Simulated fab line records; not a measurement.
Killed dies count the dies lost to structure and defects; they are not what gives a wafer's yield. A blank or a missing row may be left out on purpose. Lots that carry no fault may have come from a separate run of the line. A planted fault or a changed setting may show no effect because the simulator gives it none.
Comparing a struck lot with a sound one + flow sky130 + 15 steps out of a route of 708
Sound: wafers L173.3, L173.4, L173.6. Wafers struck: L187.1, L187.3, L187.6. Last of all comes the cause.
Each step with rows lists, per side, the tool, then ch with its chambers, then its first start. Under that, the readings that differ: sound wafers + struck wafers + difference of the means + sigmas: that difference in standard deviations of wafers without a fault.
alike: same words and numbers on both sides, and readings whose means sit less than 2 such deviations apart. not compared: any withheld reading, any reading some wafer has no value for, any bound like >300 that may hide the same value, and any number with overlapping values for which the record gives no deviation.
Wherever a step has rows on one side only, a row that says differs or no value, or a row with sigmas, the two part there. Numbers that have no deviation but don't overlap get no sigmas and don't part them. A reading that every wafer of one side lacks parts them only if that side has two wafers or more.

SKY_SPACER_ETCHBACK_02: etches Si3N4 in CH3F/O2, stops on SiO2, time 46.7 s, target depth 45 nm.
  sound on rie diel-01 ch 0,1,3, day 24 11:43; struck on rie diel-03 ch 1,2, day 29 09:48
  alike: chamber pressure mTorr, drypump motor current A, oes product au, throttle valve pct
  not compared: rf hours counter h
then, 8 steps without rows for these wafers: SKY_POLY_CUT_DEHYDRATE_00 (time 60 s); SKY_POLY_CUT_HMDS_01 (prime time 60 s); SKY_POLY_CUT_COAT_02 (resist thk 60 nm); SKY_POLY_CUT_COAT_03 (resist thk 450 nm); SKY_POLY_CUT_SOFTBAKE_04 (time 90 s); SKY_POLY_CUT_EXPOSE_05 (exposes mask NPCM, target cd 270 nm); SKY_POLY_CUT_PEB_06; SKY_POLY_CUT_DEVELOP_07 (develop time 60 s).
SKY_POLY_CUT_CD_MEAS_08: the cd target is 270 nm.
  sound: cd sem-02 at day 25 18:01; struck: cd sem-02 at day 30 12:29
  alike: cd nm
SKY_POLY_CUT_OVL_MEAS_09:
  sound: overlay-02 at day 25 18:06; struck: overlay-02 at day 30 12:36
  alike: POLY_CUT_OVL
SKY_POLY_CUT_ETCH_10: etches BARC in N2/H2, stops on SiO2, time 45.9 s, target depth 60 nm.
  sound on rie diel-02 ch 1,2, day 25 18:08; struck on rie diel-01 ch 0,2,3, day 30 12:38
  alike: bias w, chamber pressure mTorr, drypump motor current A, h2 flow sccm, oes product au, throttle valve pct
  not compared: rf hours counter h
SKY_POLY_CUT_ETCH_11: etches Si3N4 in CF4/CH2F2/Ar, stops on poly-Si, time 42.5 s, target depth 60 nm.
  sound on rie diel-02 ch 1,2, day 25 18:10; struck on rie diel-01 ch 0,2,3, day 30 12:41
  no value came back on the struck wafers for any of 8 readings (bias w (W), cf4 flow sccm (sccm) and others); on the sound wafers bias w (W) reads 150.0 150.5 150.2
  not compared: rf hours counter h
SKY_POLY_CUT_STRIP_12: strips in O2/N2.
  sound on plasma asher-01 ch 0,1, day 25 18:14; struck on plasma asher-03 ch 0,1, day 30 12:43
  alike: chamber pressure mTorr, drypump motor current A, oes product au, strip time to endpoint s
  not compared: rf hours counter h
-- the record jumps here: 20 days lie between the struck wafers' starts before and after (it left off in module POLY_CUT and takes up again in module PAD_OPEN, whose first step shown is number 708 of the route) --
SKY_PAD_OPEN_PROBE_99:
  rows exist in the record for the struck wafers here (prober-02, day 50 00:50), but not for the sound ones

## WHERE THEY PART
Earliest at SKY_POLY_CUT_ETCH_11; latest, in this record, at SKY_PAD_OPEN_PROBE_99.

WHY: the cause the simulator had injected
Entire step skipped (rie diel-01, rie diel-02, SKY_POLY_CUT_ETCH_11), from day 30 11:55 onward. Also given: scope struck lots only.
